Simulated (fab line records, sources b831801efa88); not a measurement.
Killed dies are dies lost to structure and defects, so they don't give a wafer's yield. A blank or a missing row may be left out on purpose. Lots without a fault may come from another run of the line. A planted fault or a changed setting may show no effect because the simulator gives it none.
Chamber matching | flow gf180mcu | GF_V2_CVD_02 on pecvd-01: 3 sister chambers
The step deposits SiO2 from TEOS, target thk 850 nm, time 94.851 s. 6 wafers are shown with their chamber, then 8 later ones without.

WAFERS WITH THEIR CHAMBER
wafer  | chamber | heater_power_w (W)
L083.4 | 1       | 551
L085.6 | 0       | 740
L086.1 | 1       | 497
L086.3 | 2       | 644
L086.4 | 2       | 651
L088.1 | 0       | 840

WAFERS WITHOUT THEIR CHAMBER
wafer  | heater_power_w (W)
L088.2 | 559
L088.5 | 447
L093.1 | 544
L093.2 | 761
L093.4 | 574
L097.2 | 737
L097.5 | 582
L097.6 | 784

WHICH CHAMBER EACH WENT THROUGH
wafer  | from the rows above     | in truth
L088.2 | can't be placed: 1 or 2 | 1
L088.5 | 1                       | 1
L093.1 | can't be placed: 1 or 2 | 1
L093.2 | can't be placed: 0 or 2 | 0
L093.4 | can't be placed: 1 or 2 | 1
L097.2 | can't be placed: 0 or 2 | 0
L097.5 | can't be placed: 1 or 2 | 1
L097.6 | 0                       | 0
Placed correctly: 2 of 8. Can't be placed from these rows: 6 (the true chamber is among the candidates in 6). Placed wrongly: 0.
How it was worked out, from the rows above alone: a wafer's distance from a chamber is the root of the sum, over the readings, of the square of ((its reading less the chamber's mean) divided by the reading's scatter). The wafer belongs to the nearest chamber; if the next one is less than 2 further off, it can't be placed. A chamber's mean is the mean of its shown wafers. The scatter: the root of (the sum of the squares of (reading less its chamber's mean) over the shown wafers, divided by (wafers less chambers)).
